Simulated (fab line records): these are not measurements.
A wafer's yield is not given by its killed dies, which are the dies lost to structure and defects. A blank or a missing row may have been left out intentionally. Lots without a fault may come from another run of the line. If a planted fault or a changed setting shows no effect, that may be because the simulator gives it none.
Struck lot and sound lot, side by side | flow sky130 | 20 out of 708 route steps
Sound: wafers L783.2, L783.4, L783.6. Wafers L791.1, L791.3, L791.4 were the ones struck. The cause is named last.
Order at every step that has rows: each side's tool, ch and its chambers, its first start. Under that, the readings that differ: sound wafers | struck wafers | difference of the means | sigmas: that difference in standard deviations of wafers without a fault.
alike: readings with means less than 2 such deviations apart, plus words and numbers identical on both sides. not compared: withheld readings, readings lacking a value on some wafer, bounds such as >300 that could conceal the same value, and numbers that have no deviation in the record and whose values overlap.
A row with sigmas, a row that says differs or no value, or rows on one side alone: a step with any of these is where the two part. Non-overlapping numbers with no deviation appear without sigmas and do not part them. A reading that every wafer of one side lacks parts them only if that side has two wafers or more.

first, 1 step without rows for these wafers: SKY_NWELL_IMPLANT_24.
SKY_NWELL_STRIP_25: strips in O2/N2.
  sound on plasma-asher-01 ch 0,1, day 6 10:29; struck on plasma-asher-03 ch 0,1, day 8 14:14
  alike: drypump-motor-current-A, o2-flow-sccm, oes-product-au, strip-time-to-endpoint-s
  not compared: rf-hours-counter-h
SKY_NWELL_TW_MEAS_26:
  struck on film-metro-01, day 8 14:20; sound on film-metro-04, day 6 10:35
  alike: NWELL_2_TW
then, 1 step without rows for these wafers: SKY_NWELL_CLEAN_27 (cleans in SC1/SC2, time 150 s).
SKY_NWELL_RTA_28: time 30 s.
  sound on rtp-anneal-02 ch 0, day 6 10:43; struck on rtp-anneal-01 ch 0, day 8 14:26
  alike: anneal-temp-c-max, lamp-power-pct, wafer_temp_C_max
SKY_NWELL_RS_MEAS_29: measures by four-point-probe.
  struck on film-metro-04, day 8 14:32; sound on film-metro-03, day 6 10:49
  alike: NWELL_RS
SKY_NWELL_RS_MEAS_31: measures by four-point-probe.
  struck on film-metro-04, day 8 14:47; sound on film-metro-03, day 6 11:03
  alike: PWDE_RS
then, 4 steps without rows for these wafers: SKY_VT_ADJUST_HVTP_DEHYDRATE_00 (time 60 s); SKY_VT_ADJUST_HVTP_HMDS_01 (prime time 60 s); SKY_VT_ADJUST_HVTP_COAT_02 (resist thk 1140 nm); SKY_VT_ADJUST_HVTP_SOFTBAKE_03 (time 60 s).
SKY_VT_ADJUST_HVTP_EXPOSE_04: exposes mask HVTPM, target cd 380 nm.
  sound on iline-stepper-02 ch 0, day 6 20:47; struck on iline-stepper-01 ch 0, day 9 01:43
  reading | sound                   | struck                                                | difference | sigmas
  mask    | HVTPM#0 HVTPM#0 HVTPM#0 | HVN_STD_DERIVED#0 HVN_STD_DERIVED#0 HVN_STD_DERIVED#0 | differs    |
then, 2 steps without rows for these wafers: SKY_VT_ADJUST_HVTP_PEB_05; SKY_VT_ADJUST_HVTP_DEVELOP_06 (develop time 60 s).
SKY_VT_ADJUST_HVTP_CD_MEAS_07: target cd 380 nm.
  struck on cd-sem-01, day 9 11:37; sound on cd-sem-01, day 7 06:31
  reading    | sound             | struck | difference                    | sigmas
  cd-nm (nm) | 383.7 381.5 382.2 | - - -  | no value on the struck wafers |
SKY_VT_ADJUST_HVTP_OVL_MEAS_08:
  struck on overlay-01, day 9 11:44; sound on overlay-02, day 7 06:37
  reading                 | sound        | struck | difference                    | sigmas
  VT_ADJUST_HVTP_OVL (nm) | 0.1 0.2 -0.6 | - - -  | no value on the struck wafers |
then, 1 step without rows for these wafers: SKY_VT_ADJUST_HVTP_IMPLANT_09.
SKY_VT_ADJUST_HVTP_STRIP_10: strips in O2/N2.
  sound on plasma-asher-03 ch 0,1, day 7 06:47; struck on plasma-asher-03 ch 0,1, day 9 11:55
  alike: drypump-motor-current-A, o2-flow-sccm, oes-product-au, strip-time-to-endpoint-s
  not compared: rf-hours-counter-h
SKY_VT_ADJUST_HVTP_TW_MEAS_11:
  struck on film-metro-02, day 9 12:14; sound on film-metro-02, day 7 06:54
  reading           | sound          | struck   | difference | sigmas
  VT_ADJUST_HVTP_TW | 1355 1369 1360 | 30 30 30 | -1331      | -99 or more
  not compared: hold
SKY_PAD_OPEN_PROBE_99:
  sound wafers here have rows in the record (prober-02, day 46 22:29); struck ones have none

## WHERE THEY PART
At SKY_VT_ADJUST_HVTP_EXPOSE_04 first; at SKY_PAD_OPEN_PROBE_99 last (within this record only).

WHY: what the simulator had put in
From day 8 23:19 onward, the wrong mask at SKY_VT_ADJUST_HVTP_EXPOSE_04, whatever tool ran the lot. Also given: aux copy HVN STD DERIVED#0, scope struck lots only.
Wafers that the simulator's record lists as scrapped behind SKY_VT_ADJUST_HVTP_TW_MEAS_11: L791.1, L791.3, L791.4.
